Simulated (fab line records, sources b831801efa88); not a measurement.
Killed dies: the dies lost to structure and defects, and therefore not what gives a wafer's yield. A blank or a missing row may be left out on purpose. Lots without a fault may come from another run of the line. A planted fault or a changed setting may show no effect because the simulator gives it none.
fab line records + flow sky130
record
- lots=7
- wafers=21
- last_day=50
route steps=708 shown VT_ADJUST_NCORE@123 VT_ADJUST_HVTR@131 PAD_OPEN@708
lots with no fault: from the same line, run without faults
start_h: hours from the record's opening day to when the first of the lot's shown wafers began + wait_h: time in hours since the lot's previous step + " unchanged from the row above + L1.1+2: one row covering several wafers at once + - no value, or no start given + * or withheld: withheld + < > ~ a bound
route shown NAME@n: NAME is a module with steps in the file, n the number in the route of the first one + usual: the fault-free wafers' mean and standard deviation + same: alike in all rows + chamber/n: place in a boat + sites: per-site readings + _std_site: standard deviation across them + _edge_site: outer sites' mean less inner sites' + radius_mm: for every site, how far away it sits from the centre of the wafer + mask NAME#n: copy n + behind: the most recent tool/chamber to have shaped the wafer + hold: why the lot was held/for how many hours/how that ended + device: which transistor (n, p or np) failed to switch + end of line: the route-end tests of the same wafers + for a step that has no rows: nothing shown but its recipe + killed: not the wafer's yield, but the dies lost to structure and defects at the first sort + map: a wafer's dies, marking killed ones x, the rest . and places with no die _
set.NAME: the setting the step ran with; set.NAME@STEP: the setting that earlier step ran with + model.NAME: the simulator's own value behind a step, which no gauge read
lots at some steps of the route; a table a step, a row a wafer
services: from which hour (start_h, from the record's first day; less than 0 if before it) a tool's chamber was out of use, for how many hours, and why
## steps
# step SKY_VT_ADJUST_NCORE_EXPOSE_04
# recipe
- mask_id=LVTN_COMPLEMENT_THIN
- na=0.6
- source_shape=conventional
- sigma_outer=0.6
- polarization=unpolarized
- target_cd_nm=380
- dose_mj=139
# step SKY_VT_ADJUST_NCORE_PEB_05
# recipe
- temp_c=withheld
- time_s=*
- resist=NOVOLAK
# step SKY_VT_ADJUST_NCORE_DEVELOP_06
# recipe
- resist=NOVOLAK
- developer=TMAH
- develop_time_s=60
- dev_temp_c=23
# step SKY_VT_ADJUST_NCORE_CD_MEAS_07
# recipe
- target_cd_nm=380
# usual
- cd_nm=380.5/2.3
| lot.wafer | tool      | chamber | start_h | wait_h | cd_nm |
|-----------|-----------|---------|---------|--------|-------|
| L252.1    | cd_sem-02 | -       | 193.54  | 0.1    | 375.8 |
| L252.2    | "         | -       | "       | "      | 376.9 |
| L252.5    | "         | -       | "       | "      | 379.6 |
| L259.2    | cd_sem-01 | -       | 235.41  | 0.1    | 380.6 |
| L259.3    | "         | -       | "       | "      | 384.5 |
| L259.6    | "         | -       | "       | "      | 382.8 |
| L260.1    | cd_sem-01 | -       | 245.60  | 0.1    | 381.6 |
| L260.2    | "         | -       | "       | "      | 381.6 |
| L260.4    | "         | -       | "       | "      | 381.2 |
| L263.2    | cd_sem-02 | -       | 265.77  | 0.1    | 376.8 |
| L263.3    | "         | -       | "       | "      | 379.5 |
| L263.6    | "         | -       | "       | "      | 379.7 |
| L265.1    | cd_sem-02 | -       | 279.10  | 0.1    | 377.3 |
| L265.5    | "         | -       | "       | "      | 378.1 |
| L265.6    | "         | -       | "       | "      | 379.2 |
| L272.1    | cd_sem-01 | -       | 331.56  | 0.1    | 381.5 |
| L272.3    | "         | -       | "       | "      | 379.4 |
| L272.6    | "         | -       | "       | "      | 381.0 |
| L274.2    | cd_sem-02 | -       | 339.56  | 0.1    | 378.9 |
| L274.3    | "         | -       | "       | "      | 380.1 |
| L274.6    | "         | -       | "       | "      | 380.4 |
# step SKY_VT_ADJUST_NCORE_OVL_MEAS_08
# usual
- VT_ADJUST_NCORE_OVL=-0.3/1.1
| lot.wafer | tool       | chamber | start_h | wait_h | VT_ADJUST_NCORE_OVL[nm] |
|-----------|------------|---------|---------|--------|-------------------------|
| L252.1    | overlay-01 | -       | 193.66  | 0.1    | -0.1                    |
| L252.2    | "          | -       | "       | "      | 0.9                     |
| L252.5    | "          | -       | "       | "      | -0.5                    |
| L259.2    | overlay-01 | -       | 235.52  | 0.1    | -1.3                    |
| L259.3    | "          | -       | "       | "      | -0.3                    |
| L259.6    | "          | -       | "       | "      | -0.9                    |
| L260.1    | overlay-02 | -       | 245.72  | 0.1    | 2.1                     |
| L260.2    | "          | -       | "       | "      | 0.6                     |
| L260.4    | "          | -       | "       | "      | 0.3                     |
| L263.2    | overlay-01 | -       | 265.87  | 0.1    | -0.5                    |
| L263.3    | "          | -       | "       | "      | 0.2                     |
| L263.6    | "          | -       | "       | "      | 2.4                     |
| L265.1    | overlay-01 | -       | 279.22  | 0.1    | 0.1                     |
| L265.5    | "          | -       | "       | "      | -0.8                    |
| L265.6    | "          | -       | "       | "      | 0.7                     |
| L272.1    | overlay-02 | -       | 331.68  | 0.1    | 1.7                     |
| L272.3    | "          | -       | "       | "      | 0.3                     |
| L272.6    | "          | -       | "       | "      | 0.2                     |
| L274.2    | overlay-02 | -       | 339.67  | 0.1    | -0.3                    |
| L274.3    | "          | -       | "       | "      | 1.3                     |
| L274.6    | "          | -       | "       | "      | 1.7                     |
# step SKY_VT_ADJUST_NCORE_IMPLANT_09
# recipe
- species=B
- energy_kev=10
- dose_cm2=2.4e+12
- tilt_deg=withheld
# step SKY_VT_ADJUST_NCORE_STRIP_10
# recipe
- chemistry=O2/N2
- power_w=1400
- pressure_mtorr=1500
- platen_temp_c=withheld
- o2_flow_sccm=3000
- n2_flow_sccm=300
- overash_fraction=0.5
# usual
- drypump_motor_current_A=5.93/0.17
- oes_product_au=0.715/0.0046
- strip_time_to_endpoint_s=14.18/0.04
| lot.wafer | tool            | chamber | start_h | wait_h | drypump_motor_current_A | oes_product_au | rf_hours_counter_h | strip_time_to_endpoint_s |
|-----------|-----------------|---------|---------|--------|-------------------------|----------------|--------------------|--------------------------|
| L252.1    | plasma_asher-02 | 1       | 193.85  | 0.1    | 5.77                    | 0.716          | 6                  | 14.27                    |
| L252.2    | "               | 0       | "       | "      | 5.87                    | 0.718          | 6                  | 14.22                    |
| L252.5    | "               | 0       | "       | "      | 5.86                    | 0.718          | -                  | 14.22                    |
| L259.2    | plasma_asher-01 | 0       | 235.70  | 0.1    | 5.90                    | 0.714          | 56                 | 14.18                    |
| L259.3    | "               | 0       | "       | "      | 5.90                    | 0.721          | -                  | 14.14                    |
| L259.6    | "               | 1       | "       | "      | 6.21                    | 0.722          | -                  | 14.20                    |
| L260.1    | plasma_asher-01 | 1       | 245.90  | 0.1    | 6.24                    | 0.724          | 57                 | 14.23                    |
| L260.2    | "               | 0       | "       | "      | 5.93                    | 0.718          | 57                 | 14.22                    |
| L260.4    | "               | 1       | "       | "      | 6.22                    | 0.719          | -                  | 14.17                    |
| L263.2    | plasma_asher-02 | 0       | 266.05  | 0.1    | 5.85                    | 0.719          | 13                 | 14.15                    |
| L263.3    | "               | 1       | "       | "      | 5.76                    | 0.723          | -                  | 14.17                    |
| L263.6    | "               | 1       | "       | "      | 5.76                    | 0.706          | -                  | 14.17                    |
| L265.1    | plasma_asher-02 | 0       | 279.40  | 0.1    | 5.84                    | 0.710          | 14                 | 14.20                    |
| L265.5    | "               | 1       | "       | "      | 5.74                    | 0.710          | -                  | 14.14                    |
| L265.6    | "               | 0       | "       | "      | 5.86                    | 0.719          | -                  | 14.19                    |
| L272.1    | plasma_asher-04 | 0       | 331.87  | 0.1    | 5.77                    | 0.713          | 52                 | 14.15                    |
| L272.3    | "               | 1       | "       | "      | 6.07                    | 0.719          | -                  | 14.17                    |
| L272.6    | "               | 1       | "       | "      | 6.05                    | 0.718          | -                  | 14.21                    |
| L274.2    | plasma_asher-04 | 1       | 339.85  | 0.1    | 6.02                    | 0.715          | 53                 | 14.11                    |
| L274.3    | "               | 1       | "       | "      | 6.10                    | 0.715          | -                  | 14.15                    |
| L274.6    | "               | 1       | "       | "      | 6.09                    | 0.726          | -                  | 14.15                    |
# step SKY_VT_ADJUST_NCORE_TW_MEAS_11
# usual
- VT_ADJUST_NCORE_TW=218.2/1.5
| lot.wafer | tool          | chamber | start_h | wait_h | VT_ADJUST_NCORE_TW |
|-----------|---------------|---------|---------|--------|--------------------|
| L252.1    | film_metro-02 | -       | 193.95  | 0.1    | 215.4              |
| L252.2    | "             | -       | "       | "      | 215.1              |
| L252.5    | "             | -       | "       | "      | 217.8              |
| L259.2    | film_metro-02 | -       | 235.81  | 0.1    | 218.4              |
| L259.3    | "             | -       | "       | "      | 218.5              |
| L259.6    | "             | -       | "       | "      | 218.0              |
| L260.1    | film_metro-01 | -       | 246.00  | 0.1    | 219.2              |
| L260.2    | "             | -       | "       | "      | 219.1              |
| L260.4    | "             | -       | "       | "      | 221.3              |
| L263.2    | film_metro-01 | -       | 266.22  | 0.1    | 218.0              |
| L263.3    | "             | -       | "       | "      | 217.9              |
| L263.6    | "             | -       | "       | "      | 218.4              |
| L265.1    | film_metro-01 | -       | 279.50  | 0.1    | 218.1              |
| L265.5    | "             | -       | "       | "      | 217.2              |
| L265.6    | "             | -       | "       | "      | 217.9              |
| L272.1    | film_metro-02 | -       | 331.97  | 0.1    | 216.5              |
| L272.3    | "             | -       | "       | "      | 215.7              |
| L272.6    | "             | -       | "       | "      | 216.6              |
| L274.2    | film_metro-01 | -       | 339.96  | 0.1    | 217.7              |
| L274.3    | "             | -       | "       | "      | 217.1              |
| L274.6    | "             | -       | "       | "      | 219.4              |
# step SKY_VT_ADJUST_HVTR_DEHYDRATE_00
# recipe
- temp_c=200
- time_s=60
# step SKY_VT_ADJUST_HVTR_HMDS_01
# recipe
- prime_time_s=60
- prime_temp_c=120
# step SKY_VT_ADJUST_HVTR_COAT_02
# recipe
- resist=NOVOLAK
- spin_rpm=3000
- resist_thk_nm=1140
# step SKY_VT_ADJUST_HVTR_SOFTBAKE_03
# recipe
- temp_c=90
- time_s=60
- resist=NOVOLAK
# step SKY_VT_ADJUST_HVTR_EXPOSE_04
# recipe
- mask_id=HVTRM
- target_cd_nm=380
- na=0.6
- source_shape=conventional
- sigma_outer=0.6
- dose_mj=150
# same
- na=0.6
| lot.wafer  | tool             | chamber | start_h | wait_h | mask    | model.VT_ADJUST_HVTR.overlay_x_nm |
|------------|------------------|---------|---------|--------|---------|-----------------------------------|
| L252.1+2+5 | iline_stepper-02 | 0       | 205.77  | -      | HVTRM#0 | -0.2125                           |
| L259.2+3+6 | iline_stepper-01 | 0       | 247.63  | -      | HVTRM#0 | -0.4787                           |
| L260.1+2+4 | iline_stepper-02 | 0       | 257.91  | -      | HVTRM#0 | -92.52                            |
| L263.2+3+6 | iline_stepper-02 | 0       | 278.64  | -      | HVTRM#0 | -92.31                            |
| L265.1+5+6 | iline_stepper-02 | 0       | 291.62  | -      | HVTRM#0 | -91.94                            |
| L272.1+3+6 | iline_stepper-01 | 0       | 344.58  | -      | HVTRM#0 | -0.3556                           |
| L274.2+3+6 | iline_stepper-01 | 0       | 353.72  | -      | HVTRM#0 | -0.7013                           |
# step SKY_VT_ADJUST_HVTR_PEB_05
# recipe
- temp_c=withheld
- time_s=*
- resist=NOVOLAK
# step SKY_VT_ADJUST_HVTR_DEVELOP_06
# recipe
- develop_time_s=60
- dev_temp_c=23
# step SKY_VT_ADJUST_HVTR_CD_MEAS_07
# recipe
- target_cd_nm=380
# usual
- cd_nm=379.5/2.6
| lot.wafer | tool      | chamber | start_h | wait_h | cd_nm |
|-----------|-----------|---------|---------|--------|-------|
| L252.1    | cd_sem-02 | -       | 215.99  | 0.1    | 382.3 |
| L252.2    | "         | -       | "       | "      | 379.8 |
| L252.5    | "         | -       | "       | "      | 382.1 |
| L259.2    | cd_sem-02 | -       | 259.12  | 0.1    | 382.1 |
| L259.3    | "         | -       | "       | "      | 383.1 |
| L259.6    | "         | -       | "       | "      | 385.2 |
| L260.1    | cd_sem-02 | -       | 268.40  | 0.1    | 377.1 |
| L260.2    | "         | -       | "       | "      | 375.6 |
| L260.4    | "         | -       | "       | "      | 378.4 |
| L263.2    | cd_sem-01 | -       | 290.36  | 0.1    | 380.2 |
| L263.3    | "         | -       | "       | "      | 378.6 |
| L263.6    | "         | -       | "       | "      | 379.4 |
| L265.1    | cd_sem-02 | -       | 304.84  | 0.1    | 380.6 |
| L265.5    | "         | -       | "       | "      | 379.1 |
| L265.6    | "         | -       | "       | "      | 380.2 |
| L272.1    | cd_sem-01 | -       | 358.73  | 0.1    | 377.7 |
| L272.3    | "         | -       | "       | "      | 378.9 |
| L272.6    | "         | -       | "       | "      | 378.6 |
| L274.2    | cd_sem-02 | -       | 367.72  | 0.1    | 378.9 |
| L274.3    | "         | -       | "       | "      | 383.7 |
| L274.6    | "         | -       | "       | "      | 382.3 |
# step SKY_VT_ADJUST_HVTR_OVL_MEAS_08
# usual
- VT_ADJUST_HVTR_OVL=0.8/1.5
| lot.wafer | tool       | chamber | start_h | wait_h | VT_ADJUST_HVTR_OVL[nm] |
|-----------|------------|---------|---------|--------|------------------------|
| L252.1    | overlay-01 | -       | 216.11  | 0.1    | 0.5                    |
| L252.2    | "          | -       | "       | "      | 2.5                    |
| L252.5    | "          | -       | "       | "      | 0.5                    |
| L259.2    | overlay-02 | -       | 259.22  | 0.1    | 1.5                    |
| L259.3    | "          | -       | "       | "      | 0.7                    |
| L259.6    | "          | -       | "       | "      | 0.1                    |
| L260.1    | overlay-01 | -       | 268.52  | 0.1    | -91.1                  |
| L260.2    | "          | -       | "       | "      | -92.3                  |
| L260.4    | "          | -       | "       | "      | -92.3                  |
| L263.2    | overlay-02 | -       | 290.47  | 0.1    | -90.3                  |
| L263.3    | "          | -       | "       | "      | -90.1                  |
| L263.6    | "          | -       | "       | "      | -90.0                  |
| L265.1    | overlay-01 | -       | 304.96  | 0.1    | -91.0                  |
| L265.5    | "          | -       | "       | "      | -89.4                  |
| L265.6    | "          | -       | "       | "      | -90.2                  |
| L272.1    | overlay-01 | -       | 358.85  | 0.1    | -1.7                   |
| L272.3    | "          | -       | "       | "      | -2.4                   |
| L272.6    | "          | -       | "       | "      | -1.5                   |
| L274.2    | overlay-02 | -       | 367.82  | 0.1    | 1.1                    |
| L274.3    | "          | -       | "       | "      | -0.4                   |
| L274.6    | "          | -       | "       | "      | 1.6                    |
# step SKY_VT_ADJUST_HVTR_IMPLANT_09
# recipe
- species=B
- energy_kev=10
- dose_cm2=2.1e+12
- tilt_deg=withheld
# step SKY_PAD_OPEN_PROBE_99
# usual
- killed_at_M0_to_M3=43/7.3
- killed_at_M4_up=3.1/1.7
- killed_at_contacts=25/5.3
- killed_at_front_end=15/4.3
- killed_at_other=0.2/0.54
- killed_dies=87/10
- killed_open=48/7.6
- killed_short=38/6.1
# same
- gross_dies=492
- killed_at_back_side=0
| lot.wafer | tool      | chamber | start_h | wait_h | killed_at_M0_to_M3 | killed_at_M4_up | killed_at_contacts | killed_at_front_end | killed_at_other | killed_dies | killed_open | killed_short | model.etest.pfet_01v8_mvt.vt_sat_v | model.etest.pfet_01v8_mvt.vt_v |
|-----------|-----------|---------|---------|--------|--------------------|-----------------|--------------------|---------------------|-----------------|-------------|-------------|--------------|------------------------------------|--------------------------------|
| L252.1    | prober-01 | -       | 1089.87 | 0.1    | 45                 | 3               | 24                 | 10                  | 0               | 82          | 47          | 35           | -0.5565                            | -0.6446                        |
| L252.2    | prober-01 | -       | 1089.92 | 0.1    | 51                 | 0               | 24                 | 7                   | 0               | 82          | 41          | 39           | -0.562                             | -0.6492                        |
| L252.5    | prober-01 | -       | 1090.07 | 0.2    | 45                 | 7               | 30                 | 16                  | 0               | 98          | 55          | 43           | -0.5619                            | -0.6422                        |
| L259.2    | prober-01 | -       | 1127.15 | 0.1    | 28                 | 5               | 17                 | 10                  | 0               | 60          | 34          | 26           | -0.5859                            | -0.671                         |
| L259.3    | prober-01 | -       | 1127.20 | 0.2    | 40                 | 2               | 24                 | 11                  | 2               | 79          | 39          | 40           | -0.5778                            | -0.6638                        |
| L259.6    | prober-01 | -       | 1127.35 | 0.2    | 60                 | 3               | 20                 | 14                  | 1               | 98          | 53          | 45           | -0.5841                            | -0.6692                        |
| L260.1    | prober-01 | -       | 1135.55 | 0.1    | 36                 | 2               | 32                 | 15                  | 0               | 85          | 40          | 45           | -0.628                             | -0.7079                        |
| L260.2    | prober-01 | -       | 1135.60 | 0.1    | 51                 | 3               | 25                 | 15                  | 0               | 94          | 57          | 37           | -0.6267                            | -0.7068                        |
| L260.4    | prober-01 | -       | 1135.70 | 0.2    | 44                 | 2               | 29                 | 14                  | 0               | 89          | 45          | 43           | -0.6138                            | -0.6982                        |
| L263.2    | prober-02 | -       | 1150.12 | 0.1    | 38                 | 2               | 22                 | 17                  | 0               | 79          | 45          | 32           | -0.5965                            | -0.6769                        |
| L263.3    | prober-02 | -       | 1150.17 | 0.2    | 48                 | 3               | 18                 | 16                  | 1               | 86          | 52          | 34           | -0.6029                            | -0.6844                        |
| L263.6    | prober-02 | -       | 1150.32 | 0.2    | 51                 | 2               | 27                 | 15                  | 0               | 95          | 63          | 32           | -0.5981                            | -0.6813                        |
| L265.1    | prober-02 | -       | 1159.73 | 0.1    | 60                 | 2               | 26                 | 26                  | 0               | 114         | 60          | 53           | -0.5958                            | -0.6812                        |
| L265.5    | prober-02 | -       | 1159.93 | 0.2    | 54                 | 5               | 24                 | 11                  | 0               | 94          | 52          | 42           | -0.5944                            | -0.6771                        |
| L265.6    | prober-02 | -       | 1159.98 | 0.2    | 52                 | 1               | 20                 | 18                  | 0               | 91          | 49          | 42           | -0.6052                            | -0.6863                        |
| L272.1    | prober-01 | -       | 1192.91 | 0.1    | 43                 | 4               | 31                 | 15                  | 0               | 93          | 58          | 34           | -0.5604                            | -0.6492                        |
| L272.3    | prober-01 | -       | 1193.01 | 0.2    | 46                 | 5               | 22                 | 12                  | 0               | 85          | 47          | 38           | -0.5767                            | -0.6583                        |
| L272.6    | prober-01 | -       | 1193.16 | 0.2    | 37                 | 1               | 29                 | 10                  | 0               | 77          | 41          | 36           | -0.5601                            | -0.6461                        |
| L274.2    | prober-02 | -       | 1195.51 | 0.1    | 44                 | 3               | 26                 | 11                  | 0               | 84          | 55          | 26           | -0.5716                            | -0.6591                        |
| L274.3    | prober-02 | -       | 1195.56 | 0.2    | 40                 | 5               | 28                 | 14                  | 1               | 88          | 51          | 36           | -0.5739                            | -0.66                          |
| L274.6    | prober-02 | -       | 1195.71 | 0.2    | 52                 | 0               | 19                 | 9                   | 0               | 80          | 47          | 33           | -0.5668                            | -0.655                         |
# killed by level:class
L252.1 VIA1:geometric_particle:open=14 CONTACT:geometric_particle:open=11 METAL2:geometric_particle:short=6 VIA3:geometric_particle:short=5 VIA3:geometric_particle:open=5 METAL1:geometric_particle:short=4 VIA1:geometric_particle:short=4 VIA2:geometric_particle:open=4
L252.2 CONTACT:geometric_particle:open=10 VIA1:geometric_particle:open=9 VIA3:geometric_particle:open=8 METAL1:geometric_particle:short=7 VIA1:geometric_particle:short=6 LI_CONTACT:geometric_particle:open=5 METAL3:geometric_particle:short=5 VIA2:geometric_particle:open=5
L252.5 VIA1:geometric_particle:open=10 LI_CONTACT:geometric_particle:open=9 CONTACT:geometric_particle:open=8 VIA2:geometric_particle:open=8 FIELD_ISO:geometric_particle:open=6 METAL1:geometric_particle:short=6 CONTACT:geometric_particle:short=5 VIA2:geometric_particle:short=5
L259.2 VIA1:geometric_particle:open=9 CONTACT:geometric_particle:open=7 POLY_GATE:geometric_particle:open=4 METAL2:geometric_particle:short=4 LI_CONTACT:geometric_particle:open=3 LOCAL_INTERCONNECT:geometric_particle:open=3 METAL1:geometric_particle:short=3 VIA3:geometric_particle:open=3
L259.3 VIA1:geometric_particle:open=9 LOCAL_INTERCONNECT:geometric_particle:short=7 LI_CONTACT:geometric_particle:open=5 VIA3:geometric_particle:open=5 VIA3:geometric_particle:short=5 VIA2:geometric_particle:open=5 FIELD_ISO:geometric_particle:open=4 FIELD_ISO:geometric_particle:short=4
L259.6 VIA2:geometric_particle:open=12 METAL2:geometric_particle:short=11 VIA1:geometric_particle:open=10 VIA3:geometric_particle:open=7 CONTACT:geometric_particle:open=7 VIA1:geometric_particle:short=7 LI_CONTACT:geometric_particle:open=6 FIELD_ISO:geometric_particle:short=5
L260.1 VIA1:geometric_particle:open=12 CONTACT:geometric_particle:short=8 CONTACT:geometric_particle:open=8 METAL2:geometric_particle:short=7 LOCAL_INTERCONNECT:geometric_particle:short=6 LI_CONTACT:geometric_particle:short=5 LI_CONTACT:geometric_particle:open=5 FIELD_ISO:geometric_particle:open=4
L260.2 VIA3:geometric_particle:open=13 VIA1:geometric_particle:open=10 CONTACT:geometric_particle:open=7 METAL2:geometric_particle:short=7 VIA2:geometric_particle:open=7 POLY_GATE:geometric_particle:open=5 LI_CONTACT:geometric_particle:open=5 VIA1:geometric_particle:short=5
L260.4 VIA1:geometric_particle:open=15 LI_CONTACT:geometric_particle:open=12 CONTACT:geometric_particle:short=6 METAL2:geometric_particle:short=5 CONTACT:geometric_particle:open=5 METAL3:geometric_particle:short=5 LOCAL_INTERCONNECT:geometric_particle:short=4 VIA1:geometric_particle:short=4
L263.2 VIA1:geometric_particle:open=8 POLY_GATE:geometric_particle:short=7 LI_CONTACT:geometric_particle:open=7 VIA3:geometric_particle:open=6 CONTACT:geometric_particle:open=6 CONTACT:geometric_particle:short=6 VIA2:geometric_particle:open=6 METAL2:geometric_particle:short=4
L263.3 VIA1:geometric_particle:open=13 METAL2:geometric_particle:short=8 CONTACT:geometric_particle:open=7 POLY_GATE:geometric_particle:open=6 VIA3:geometric_particle:open=6 FIELD_ISO:geometric_particle:short=5 METAL2:geometric_particle:open=5 LI_CONTACT:geometric_particle:open=4
L263.6 VIA1:geometric_particle:open=15 CONTACT:geometric_particle:open=11 LI_CONTACT:geometric_particle:open=9 VIA3:geometric_particle:open=8 VIA2:geometric_particle:open=6 VIA1:geometric_particle:short=5 POLY_GATE:geometric_particle:short=4 POLY_GATE:geometric_particle:open=4
L265.1 VIA1:geometric_particle:short=12 VIA1:geometric_particle:open=11 SPACER:geometric_particle:open=8 CONTACT:geometric_particle:open=8 VIA2:geometric_particle:open=8 FIELD_ISO:geometric_particle:open=7 METAL1:geometric_particle:short=7 VIA3:geometric_particle:open=6
L265.5 VIA1:geometric_particle:open=14 VIA2:geometric_particle:open=10 LOCAL_INTERCONNECT:geometric_particle:short=8 CONTACT:geometric_particle:open=8 VIA1:geometric_particle:short=6 METAL2:geometric_particle:short=6 LI_CONTACT:geometric_particle:open=5 METAL1:geometric_particle:short=4
L265.6 VIA3:geometric_particle:open=9 VIA1:geometric_particle:open=9 CONTACT:geometric_particle:open=8 CONTACT:geometric_particle:short=6 VIA3:geometric_particle:short=6 VIA1:geometric_particle:short=6 FIELD_ISO:geometric_particle:open=5 VIA2:geometric_particle:open=5
L272.1 CONTACT:geometric_particle:open=12 VIA1:geometric_particle:open=11 LI_CONTACT:geometric_particle:open=11 VIA2:geometric_particle:open=7 METAL1:geometric_particle:short=6 POLY_GATE:geometric_particle:open=5 METAL3:geometric_particle:short=5 VIA3:geometric_particle:open=5
L272.3 VIA1:geometric_particle:open=10 CONTACT:geometric_particle:open=8 LI_CONTACT:geometric_particle:open=7 METAL3:geometric_particle:short=6 VIA3:geometric_particle:open=5 POLY_GATE:geometric_particle:open=4 VIA2:geometric_particle:open=4 METAL1:geometric_particle:short=4
L272.6 CONTACT:geometric_particle:open=15 METAL1:geometric_particle:short=7 METAL2:geometric_particle:short=7 VIA1:geometric_particle:open=6 FIELD_ISO:geometric_particle:open=4 LI_CONTACT:geometric_particle:open=4 CONTACT:geometric_particle:short=4 VIA1:geometric_particle:short=4
L274.2 VIA1:geometric_particle:open=13 CONTACT:geometric_particle:open=12 VIA3:geometric_particle:open=8 LI_CONTACT:geometric_particle:open=6 VIA2:geometric_particle:open=5 LI_CONTACT:geometric_particle:short=4 VIA1:geometric_particle:short=3 METAL2:geometric_particle:short=3
L274.3 VIA2:geometric_particle:open=13 CONTACT:geometric_particle:open=11 LI_CONTACT:geometric_particle:open=6 LOCAL_INTERCONNECT:geometric_particle:short=5 VIA1:geometric_particle:open=5 POLY_GATE:geometric_particle:open=4 METAL1:geometric_particle:short=4 VIA2:geometric_particle:short=4
L274.6 VIA1:geometric_particle:open=11 VIA3:geometric_particle:open=9 CONTACT:geometric_particle:open=7 METAL1:geometric_particle:short=7 LI_CONTACT:geometric_particle:open=6 VIA1:geometric_particle:short=6 VIA2:geometric_particle:open=5 METAL2:geometric_particle:short=5
## services
| tool             | chamber | start_h | hours | kind        |
|------------------|---------|---------|-------|-------------|
| iline_stepper-02 | -       | 176.48  | 2.0   | repair      |
| plasma_asher-02  | -       | 185.82  | 7.5   | repair      |
| iline_stepper-02 | -       | 241.43  | 4.4   | pm          |
| iline_stepper-01 | -       | 241.64  | 3.0   | repair      |
| plasma_asher-01  | -       | 262.75  | 20.2  | repair      |
| iline_stepper-02 | 0       | 263.24  | -     | calibration |
| iline_stepper-02 | -       | 306.41  | 1.7   | pm          |
| iline_stepper-02 | -       | 352.77  | 2.1   | pm          |
## key
first_sign
- step=SKY_VT_ADJUST_HVTR_OVL_MEAS_08
- reading=VT_ADJUST_HVTR_OVL
- direction=down
- sigmas=63
- usual=0.8
- struck=-90.7
effect none on later readings
model_effect
- step=SKY_VT_ADJUST_HVTR_EXPOSE_04
- value=VT_ADJUST_HVTR.overlay_x_nm
- without=-0.08825
- struck=-92.26
model_effect
- step=SKY_PAD_OPEN_PROBE_99
- value=etest.pfet_01v8_mvt.vt_sat_v
- without=-0.5699
- struck=-0.6068
met_at SKY_VT_ADJUST_HVTR_EXPOSE_04
struck_wafers L260.1,L260.2,L260.4,L263.2,L263.3,L263.6,L265.1,L265.5,L265.6
tester_left_out L260,L263,L265
onset_between 205.77 257.91
fault
- kind=scanner_matching_overlay
- tool=iline_stepper-02
- chamber=-
- onset_h=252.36
- steps=SKY_VT_ADJUST_HVTR_EXPOSE_04
- offset=-92.169
# tester_left_out: of these lots the tester's yield and bins aren't shown, on N5 and GAA mostly nor the transistor test; their killed dies are dies lost to structure and defects alone, not to doping, threshold or leakage, so they don't give the yield
